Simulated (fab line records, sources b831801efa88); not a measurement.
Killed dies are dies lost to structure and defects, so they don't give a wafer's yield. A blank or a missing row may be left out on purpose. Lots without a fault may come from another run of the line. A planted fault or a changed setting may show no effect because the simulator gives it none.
One fault seen from 2 desks | flow gf180mcu | each desk has only its own numbers; what lay behind them comes last

THE TOOL OWNER'S DESK: rie_diel-01
The tool's own readings at GF_V4_ETCH_17 (etches SiO2 in C4F8/O2/Ar, stops on TiN, target depth 630 nm): means of the sampled wafers that have a number, for each lot that ran on this tool. A lot is out of limits, marked OUT, if its mean lies more than 4 standard deviations from the usual mean; the brackets give that distance.
Columns: A = bias_w at GF_V4_ETCH_17, usual 1201 W; B = oes_product_au at GF_V4_ETCH_17, usual 0.856 a.u.
lot  | first seen here | A              | B
L954 | day 26 06:00    | 1201           | 0.850
L959 | day 28 04:00    | 1202           | 0.857
L962 | day 28 22:00    | 1200           | 0.855
L964 | day 29 13:00    | 1200           | 0.855
L970 | day 31 01:00    | 1322 (+33) OUT | 0.856
This desk's finding: out of limits on L970; first on L970, day 31 01:00 (bias_w at GF_V4_ETCH_17). In limits: L954, L959, L962, L964.

THE METROLOGY DESK
What the gauges read, lot by lot, whatever tool the lot ran on: means of the sampled wafers that have a number. A lot is out of limits, marked OUT, if its mean lies more than 4 standard deviations from the usual mean; the brackets give that distance.
Columns: A = V4_W_THK at GF_V4_THK_MEAS_25, usual 357 nm
lot  | first seen here | A
L950 | day 25 07:04    | 357
L951 | day 25 11:40    | 355
L952 | day 25 20:53    | 347
L954 | day 26 07:29    | 362
L956 | day 27 02:14    | 360
L958 | day 27 22:32    | 360
L959 | day 28 05:43    | 356
L962 | day 29 00:11    | 360
L964 | day 29 14:53    | 356
L969 | day 30 19:55    | 355
L970 | day 31 02:07    | 361
L971 | day 31 15:46    | 353
This desk's finding: nothing out of limits on any of the 12 lots.

PUT TOGETHER
The tool owner's desk could have raised an alarm at day 31 01:00, on L970.
The metrology desk saw nothing out of limits.
The metrology desk has L970 on record, within its limits.
Of the lots named, all ran GF_V4_ETCH_17 on rie_diel-01.

WHAT THE SIMULATOR HAD PUT IN
Process parameter drift: rie_diel-01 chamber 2, from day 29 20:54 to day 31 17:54, at GF_V4_ETCH_17. Setting bias_w, moved by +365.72, from 1200. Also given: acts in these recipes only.
Lots struck among those shown: L970.
Hours from the fault's start to each desk's first reading out of limits: the tool owner's desk, 28.
